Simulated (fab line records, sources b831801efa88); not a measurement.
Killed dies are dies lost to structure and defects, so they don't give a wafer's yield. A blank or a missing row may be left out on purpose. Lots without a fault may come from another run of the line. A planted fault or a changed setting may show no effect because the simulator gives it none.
Tool commonality check | flow gf180mcu | 13 lots, 39 wafers sampled

WHY IT WAS OPENED
At GF_V4_THK_MEAS_03 the reading V4_CVD_02_THK is flagged on 1 of 13 lots. Wafers without a fault read 851 nm, standard deviation 12.
Rule: a lot is flagged when every wafer of it that has a number lies more than 4 standard deviations from that mean, or none has a number. The other lots count as sound.

lot  | measured     | on            | V4_CVD_02_THK (nm), wafer by wafer | flag
L441 | day 23 09:12 | film_metro-01 | 852 866 860                        |
L442 | day 23 12:57 | film_metro-01 | 851 871 871                        |
L445 | day 24 17:58 | film_metro-01 | 708 704 717                        | FLAGGED
L447 | day 25 16:40 | film_metro-04 | 858 837 852                        |
L448 | day 26 00:55 | film_metro-01 | 859 850 861                        |
L449 | day 26 06:53 | film_metro-04 | 867 876 869                        |
L452 | day 27 14:33 | film_metro-03 | 841 846 855                        |
L453 | day 28 02:16 | film_metro-01 | 849 843 856                        |
L454 | day 28 05:23 | film_metro-01 | 850 853 851                        |
L456 | day 28 17:41 | film_metro-03 | 851 857 851                        |
L461 | day 29 18:11 | film_metro-04 | 825 827 841                        |
L462 | day 29 22:21 | film_metro-04 | 829 862 843                        |
L463 | day 30 06:53 | film_metro-01 | 865 861 875                        |
The numbers of the flagged lots are 710 nm on average: -141 nm against the usual, or -12 standard deviations.

WHICH TOOL RAN EACH LOT
The record holds 3 process steps before the reading, out of a route of 602 steps. In each cell: the tool, then ch and the chambers that the sampled wafers went through, then the start.
lot  | flag    | GF_V3_ETCH_17                                 | GF_V3_SPUTTER_21             | GF_V4_CVD_02
L441 |         | rie_diel-04 ch 1,2, day 22 08:22 or earlier   | pvd_sputter-01, day 22 08:22 | pecvd-01 ch 0,1, day 23 09:08
L442 |         | rie_diel-04 ch 1,2, day 22 12:19 or earlier   | pvd_sputter-02, day 22 12:19 | pecvd-02 ch 1,2, day 23 12:52
L445 | FLAGGED | rie_diel-01 ch 0,2, day 23 17:38 or earlier   | pvd_sputter-01, day 23 17:38 | pecvd-02 ch 0,1,2, day 24 17:53
L447 |         | rie_diel-02 ch 0,1,2, day 24 16:39 or earlier | pvd_sputter-03, day 24 16:39 | pecvd-04 ch 1,2, day 25 16:34
L448 |         | rie_diel-02 ch 0,2,3, day 25 02:17 or earlier | pvd_sputter-01, day 25 02:17 | pecvd-01 ch 0,1,2, day 26 00:50
L449 |         | rie_diel-01 ch 1,2,3, day 25 07:41 or earlier | pvd_sputter-02, day 25 07:41 | pecvd-01 ch 0,1,2, day 26 06:49
L452 |         | rie_diel-01 ch 0,2, day 26 16:40 or earlier   | pvd_sputter-01, day 26 16:40 | pecvd-04 ch 1,2, day 27 14:27
L453 |         | rie_diel-02 ch 0,2,3, day 27 04:07 or earlier | pvd_sputter-03, day 27 04:07 | pecvd-04 ch 1,2, day 28 02:10
L454 |         | rie_diel-02 ch 1,2, day 27 08:04 or earlier   | pvd_sputter-03, day 27 08:04 | pecvd-01 ch 0,2, day 28 05:18
L456 |         | rie_diel-04 ch 1,2,3, day 27 20:28 or earlier | pvd_sputter-01, day 27 20:28 | pecvd-01 ch 0,1,2, day 28 17:37
L461 |         | rie_diel-01 ch 0,1,2, day 28 22:08 or earlier | pvd_sputter-01, day 28 22:08 | pecvd-04 ch 1,2, day 29 18:05
L462 |         | rie_diel-04 ch 0,1,2, day 29 01:47 or earlier | pvd_sputter-01, day 29 01:47 | pecvd-01 ch 0,1,2, day 29 22:16
L463 |         | rie_diel-02 ch 0,2, day 29 10:29 or earlier   | pvd_sputter-01, day 29 10:29 | pecvd-04 ch 1,2, day 30 06:48
What these steps do:
- GF_V3_ETCH_17: etches SiO2 in C4F8/O2/Ar, stops on TiN, target depth 635 nm.
- GF_V3_SPUTTER_21: material Ti, target thk 15 nm, time 80.02 s.
- GF_V4_CVD_02: deposits SiO2 from TEOS, target thk 850 nm, time 94.851 s.
- GF_V4_THK_MEAS_03

FLAGGED OVER TOTAL, TOOL BY TOOL (the gauges that took the reading come last)
step              | tool           | lots run | flagged | share of the flagged lots | sound lots run after its first flagged lot
GF_V3_ETCH_17     | rie_diel-01    | 4        | 1       | all                       | 3 (L449,L452,L461)
GF_V3_ETCH_17     | rie_diel-02    | 5        | 0       | none                      | -
GF_V3_ETCH_17     | rie_diel-04    | 4        | 0       | none                      | -
GF_V3_SPUTTER_21  | pvd_sputter-01 | 8        | 1       | all                       | 6 (L448,L452,L456,L461,L462,L463)
GF_V3_SPUTTER_21  | pvd_sputter-02 | 2        | 0       | none                      | -
GF_V3_SPUTTER_21  | pvd_sputter-03 | 3        | 0       | none                      | -
GF_V4_CVD_02      | pecvd-01       | 6        | 0       | none                      | -
GF_V4_CVD_02      | pecvd-02       | 2        | 1       | all                       | 0
GF_V4_CVD_02      | pecvd-04       | 5        | 0       | none                      | -
GF_V4_THK_MEAS_03 | film_metro-01  | 7        | 1       | all                       | 4 (L448,L453,L454,L463)
GF_V4_THK_MEAS_03 | film_metro-03  | 2        | 0       | none                      | -
GF_V4_THK_MEAS_03 | film_metro-04  | 4        | 0       | none                      | -
GF_V3_ETCH_17 gives no start for some lots, so the hours and the order of its lots are those of GF_V3_SPUTTER_21.

WHAT THE TABLE ALLOWS
4 rows of the table ran every flagged lot: rie_diel-01 at GF_V3_ETCH_17, pvd_sputter-01 at GF_V3_SPUTTER_21, pecvd-02 at GF_V4_CVD_02, film_metro-01 at GF_V4_THK_MEAS_03.
- rie_diel-01 at GF_V3_ETCH_17: 1 of its 4 lots flagged. Sound lots ran on it after the first flagged one (L449, L452, L461), which a lasting fault on the whole tool wouldn't allow.
- pvd_sputter-01 at GF_V3_SPUTTER_21: 1 of its 8 lots flagged. Sound lots ran on it after the first flagged one (L448, L452, L456, L461, L462, L463), which a lasting fault on the whole tool wouldn't allow.
- pecvd-02 at GF_V4_CVD_02: 1 of its 2 lots flagged. Its last sound lot is L442 (day 23 12:52), its first flagged lot L445 (day 24 17:53): a fault that began between those two fits.
- film_metro-01 at GF_V4_THK_MEAS_03: 1 of its 7 lots flagged. Sound lots ran on it after the first flagged one (L448, L453, L454, L463), which a lasting fault on the whole tool wouldn't allow.
One tool is left: pecvd-02 at GF_V4_CVD_02.

WHAT THE SIMULATOR HAD PUT IN
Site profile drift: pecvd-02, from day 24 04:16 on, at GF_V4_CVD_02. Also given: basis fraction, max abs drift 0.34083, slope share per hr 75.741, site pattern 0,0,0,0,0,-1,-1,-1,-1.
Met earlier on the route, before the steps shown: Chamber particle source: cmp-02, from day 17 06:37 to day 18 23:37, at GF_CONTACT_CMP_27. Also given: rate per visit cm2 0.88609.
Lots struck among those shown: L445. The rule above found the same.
